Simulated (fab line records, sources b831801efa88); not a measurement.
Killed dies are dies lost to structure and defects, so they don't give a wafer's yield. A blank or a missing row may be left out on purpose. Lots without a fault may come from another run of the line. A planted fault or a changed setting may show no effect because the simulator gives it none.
Which tool did it? | flow gf180mcu | 12 lots, 36 wafers sampled, at 5 steps of a route of 602

WHAT THE GAUGES READ, wafer by wafer
GF_STI_THK_MEAS_24. Usual: STI_CVD_23_THK 651 nm, standard deviation 5.6.
lot  | measured    | on            | STI_CVD_23_THK (nm) | flag
L422 | day 2 04:18 | film_metro-04 | 651 655 648         |
L427 | day 3 05:02 | film_metro-01 | 641 653 646         |
L428 | day 3 11:35 | film_metro-02 | 654 661 648         |
L431 | day 4 02:16 | film_metro-01 | 649 647 649         |
L432 | day 4 06:29 | film_metro-02 | 655 662 656         |
L433 | day 4 12:20 | film_metro-04 | 646 656 657         |
L434 | day 4 17:37 | film_metro-04 | 659 654 662         |
L441 | day 6 06:14 | film_metro-01 | 658 649 668         |
L442 | day 6 11:13 | film_metro-02 | 649 647 655         |
L444 | day 6 20:31 | film_metro-02 | 649 653 658         |
L443 | day 6 20:31 | film_metro-04 | 659 652 641         |
L445 | day 7 01:07 | film_metro-01 | 652 658 643         |

GF_DNWELL_TW_MEAS_09. Usual: DNWELL_TW 1352, standard deviation 20.
lot  | measured    | on            | DNWELL_TW      | flag
L422 | day 2 19:16 | film_metro-03 | 1331 1332 1342 |
L427 | day 3 20:39 | film_metro-02 | 1370 1365 1359 |
L428 | day 4 03:13 | film_metro-03 | 1355 1353 1356 |
L431 | day 4 20:12 | film_metro-01 | 1398 1389 1389 |
L432 | day 4 23:26 | film_metro-03 | 1349 1341 1349 |
L433 | day 5 06:01 | film_metro-03 | 1340 1334 1335 |
L434 | day 5 10:08 | film_metro-02 | 1336 1336 1337 |
L441 | day 6 23:56 | film_metro-02 | 1340 1345 1348 |
L442 | day 7 06:22 | film_metro-02 | 1350 1345 1355 |
L444 | day 7 16:46 | film_metro-03 | 1343 1346 1346 |
L443 | day 7 16:48 | film_metro-01 | 1382 1391 1387 |
L445 | day 7 20:23 | film_metro-02 | 1340 1335 1335 |

GF_PSD_RS_MEAS_14: measures by four-point-probe. Usual: NSD_RS 46.14 ohm/sq, standard deviation 0.093.
lot  | measured     | on            | NSD_RS (ohm/sq)   | flag
L422 | day 14 06:04 | film_metro-04 | 46.04 46.06 46.12 |
L427 | day 16 00:19 | film_metro-04 | 46.19 46.15 46.15 |
L428 | day 16 10:22 | film_metro-02 | 46.30 46.20 46.16 |
L431 | day 17 17:14 | film_metro-04 | 46.03 46.00 46.05 |
L432 | day 17 21:10 | film_metro-03 | 47.45 47.39 47.48 | OFF
L433 | day 18 08:42 | film_metro-02 | 47.60 47.53 47.57 | OFF
L434 | day 18 12:04 | film_metro-04 | 47.40 47.37 47.43 | OFF
L441 | day 21 04:59 | film_metro-04 | 46.18 46.13 46.15 |
L442 | day 21 10:55 | film_metro-03 | 46.10 46.20 45.95 |
L444 | day 22 01:43 | film_metro-02 | 46.24 46.14 46.25 |
L443 | day 22 03:11 | film_metro-04 | 46.18 46.15 46.11 |
L445 | day 22 11:08 | film_metro-04 | 46.04 46.07 46.06 |

WHICH TOOL RAN EACH LOT (tool, then ch and the chambers of the sampled wafers, then the start)
lot  | GF_NSD_IMPLANT_10               | GF_NSD_STRIP_11
L422 | implanter-01 ch 0, day 13 09:23 | plasma_asher-04 ch 0,1, day 13 09:32
L427 | implanter-03 ch 0, day 15 01:56 | plasma_asher-03 ch 0,1, day 15 02:05
L428 | implanter-03 ch 0, day 15 12:26 | plasma_asher-01 ch 0,1, day 15 12:35
L431 | implanter-01 ch 0, day 16 17:50 | plasma_asher-03 ch 0,1, day 16 17:58
L432 | implanter-01 ch 0, day 16 20:50 | plasma_asher-04 ch 0,1, day 16 20:59
L433 | implanter-01 ch 0, day 17 08:52 | plasma_asher-04 ch 0,1, day 17 09:00
L434 | implanter-01 ch 0, day 17 12:08 | plasma_asher-01 ch 0, day 17 12:17
L441 | implanter-03 ch 0, day 20 04:07 | plasma_asher-03 ch 0,1, day 20 04:14
L442 | implanter-04 ch 0, day 20 10:34 | plasma_asher-04 ch 0,1, day 20 10:42
L444 | implanter-04 ch 0, day 21 01:10 | plasma_asher-01 ch 1, day 21 01:19
L443 | implanter-01 ch 0, day 21 03:16 | plasma_asher-03 ch 0,1, day 21 03:23
L445 | implanter-01 ch 0, day 21 10:53 | plasma_asher-01 ch 0,1, day 21 11:02
- GF_NSD_IMPLANT_10
- GF_NSD_STRIP_11: strips in O2/N2.

WHAT THE TOOLS THEMSELVES READ (means of the sampled wafers that have a number; where no wafer has one, the mark that the record gives instead)
GF_NSD_IMPLANT_10. Usual: beam_on_s 10.01 s, standard deviation 0.22; dose_ions_cm2 5.001e+14, standard deviation 4.8e+11; faraday_current_uA 2784, standard deviation 60.
lot  | tool         | beam_on_s (s) | dose_ions_cm2 | faraday_current_uA | flag
L422 | implanter-01 | 9.90          | 5.006e+14     | 2820               |
L427 | implanter-03 | 9.97          | 5.003e+14     | 2793               |
L428 | implanter-03 | 10.02         | 4.994e+14     | 2785               |
L431 | implanter-01 | 10.02         | 4.998e+14     | 2783               |
L432 | implanter-01 | 7.91          | 4.995e+14     | 3518               | OFF
L433 | implanter-01 | 7.81          | 5.001e+14     | 3572               | OFF
L434 | implanter-01 | 7.80          | 4.999e+14     | 3570               | OFF
L441 | implanter-03 | 10.08         | 4.999e+14     | 2771               |
L442 | implanter-04 | 9.93          | 4.995e+14     | 2805               |
L444 | implanter-04 | 9.89          | 5.000e+14     | 2810               |
L443 | implanter-01 | 10.06         | 5.000e+14     | 2781               |
L445 | implanter-01 | 10.16         | 5.000e+14     | 2742               |

GF_NSD_STRIP_11. Usual: drypump_motor_current_A 5.74 A, standard deviation 0.2; heater_power_w 345 W, standard deviation 15; oes_product_au 0.487 a.u., standard deviation 0.0048; strip_time_to_endpoint_s 22.94 s, standard deviation 0.036.
lot  | tool            | drypump_motor_current_A (A) | heater_power_w (W) | oes_product_au (a.u.) | strip_time_to_endpoint_s (s) | flag
L422 | plasma_asher-04 | 5.80                        | 358                | 0.485                 | 22.98                        |
L427 | plasma_asher-03 | 5.78                        | 331                | 0.487                 | 22.95                        |
L428 | plasma_asher-01 | 5.86                        | 338                | 0.486                 | 22.95                        |
L431 | plasma_asher-03 | 5.68                        | 331                | 0.487                 | 23.00                        |
L432 | plasma_asher-04 | 5.63                        | 361                | 0.491                 | 22.82                        | OFF
L433 | plasma_asher-04 | 5.80                        | 355                | 0.487                 | 22.87                        |
L434 | plasma_asher-01 | 5.99                        | 330                | 0.488                 | 22.85                        |
L441 | plasma_asher-03 | 5.68                        | 333                | 0.484                 | 22.93                        |
L442 | plasma_asher-04 | 5.65                        | 364                | 0.486                 | 22.91                        |
L444 | plasma_asher-01 | 5.59                        | 344                | 0.484                 | 22.97                        |
L443 | plasma_asher-03 | 5.77                        | 341                | 0.486                 | 22.92                        |
L445 | plasma_asher-01 | 5.74                        | 335                | 0.489                 | 22.92                        |

THE ANSWER, worked out from the rows above alone
Rule: a lot is off if the mean of its wafers that have a number lies more than 3 standard deviations from the usual mean. A lot without any number at a reading at which 4 lots or more have one is off too. The other lots that the step has rows for count as sound. The gauges are gone through in route order, then the tools' own readings, and for those a lot's mean is taken as printed above. The first step at which some lot is off is used, and at that step the reading that is off furthest; a lot without a number counts as furthest.
Off: L432, L433, L434, at GF_PSD_RS_MEAS_14 (NSD_RS).
A tool fits if, at a process step before that reading, it ran every lot that is off, and no sound lot after the first of them. The gauges at GF_PSD_RS_MEAS_14 aren't tried: what is off there is off at GF_NSD_IMPLANT_10 too, on other tools, and a gauge's error can't cause that. None of those tried fits.

WHAT THE SIMULATOR HAD PUT IN
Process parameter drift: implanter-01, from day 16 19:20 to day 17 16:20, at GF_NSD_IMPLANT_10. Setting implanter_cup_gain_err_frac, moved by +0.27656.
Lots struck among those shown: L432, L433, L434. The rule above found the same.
